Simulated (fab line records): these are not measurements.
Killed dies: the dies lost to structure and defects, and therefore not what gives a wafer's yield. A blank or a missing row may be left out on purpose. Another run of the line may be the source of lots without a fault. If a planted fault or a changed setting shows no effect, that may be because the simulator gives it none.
Which tool is to blame? | flow sky130 | Sampling: 10 lots, 30 wafers, 4 of 708 route steps

== WHAT EACH GAUGE READ, for each wafer ==
SKY_METAL2_CD_MEAS_15: target cd 140 nm.
lot  | measured     | on        | cd-nm (nm)
L673 | day 34 22:26 | cd-sem-01 | 139.8 139.3 138.7
L675 | day 35 15:11 | cd-sem-02 | 139.6 139.8 140.7
L677 | day 36 00:09 | cd-sem-01 | 138.5 139.7 140.0
L676 | day 36 01:38 | cd-sem-02 | 139.9 141.3 141.1
L678 | day 36 12:31 | cd-sem-01 | 140.9 141.9 141.8
L687 | day 39 14:33 | cd-sem-01 | 142.5 142.2 142.5
L689 | day 40 02:33 | cd-sem-02 | 139.4 139.1 139.1
L691 | day 40 15:35 | cd-sem-02 | 140.5 138.9 138.5
L694 | day 41 11:06 | cd-sem-02 | 139.9 139.4 138.9
L695 | day 41 16:48 | cd-sem-02 | 141.8 141.1 142.7

== TOOL THAT RAN EACH LOT (tool first, then ch and the chambers of the sampled wafers, then the start) ==
lot  | SKY_METAL2_SPUTTER_00        | SKY_METAL2_SPUTTER_04        | SKY_METAL2_COAT_09
L673 | pvd-sputter-01, day 33 20:00 | pvd-sputter-01, day 33 20:05 | litho-track-02 ch 0, day 34 09:31
L675 | pvd-sputter-04, day 34 12:16 | pvd-sputter-04, day 34 12:21 | litho-track-01 ch 0, day 35 01:02
L677 | pvd-sputter-01, day 34 22:04 | pvd-sputter-01, day 34 22:09 | litho-track-02 ch 0, day 35 10:59
L676 | pvd-sputter-02, day 34 23:01 | pvd-sputter-02, day 34 23:07 | litho-track-02 ch 0, day 35 12:04
L678 | pvd-sputter-01, day 35 09:41 | pvd-sputter-01, day 35 09:46 | litho-track-02 ch 0, day 35 22:59
L687 | pvd-sputter-01, day 38 13:58 | pvd-sputter-01, day 38 14:03 | litho-track-02 ch 0, day 39 02:41
L689 | pvd-sputter-01, day 39 01:52 | pvd-sputter-01, day 39 01:58 | litho-track-04 ch 0, day 39 14:26
L691 | pvd-sputter-02, day 39 15:05 | pvd-sputter-02, day 39 15:10 | litho-track-02 ch 0, day 40 03:37
L694 | pvd-sputter-02, day 40 10:03 | pvd-sputter-02, day 40 10:08 | litho-track-01 ch 0, day 40 22:11
L695 | pvd-sputter-01, day 40 16:40 | pvd-sputter-01, day 40 16:45 | litho-track-04 ch 0, day 41 04:23
- SKY_METAL2_SPUTTER_00: material Ti, target thk 15 nm, time 10 s.
- SKY_METAL2_SPUTTER_04: material TiN, target thk 70 nm, time 58.3 s.
- SKY_METAL2_COAT_09: resist thk 60 nm.

== THE ANSWER, worked out from the rows above alone ==
Rule: the lots themselves supply what counts as usual. Put in order of their means at a reading, lots are off if they are a third of the lots or fewer, leave a main group of 4 or more, and stand apart from it by a gap of 3 or more times the standard deviation of the main group's means; of several such gaps the widest counts. A main group whose means are all the same, to the digits that the tables above print for the reading, isn't used. A lot without any number at a reading at which 4 lots or more have one is off too. Where the step has rows for the other lots, those lots are counted as sound.
Nothing can be told from this: no lot is off at any reading shown.

== WHAT THE SIMULATOR PUT IN ==
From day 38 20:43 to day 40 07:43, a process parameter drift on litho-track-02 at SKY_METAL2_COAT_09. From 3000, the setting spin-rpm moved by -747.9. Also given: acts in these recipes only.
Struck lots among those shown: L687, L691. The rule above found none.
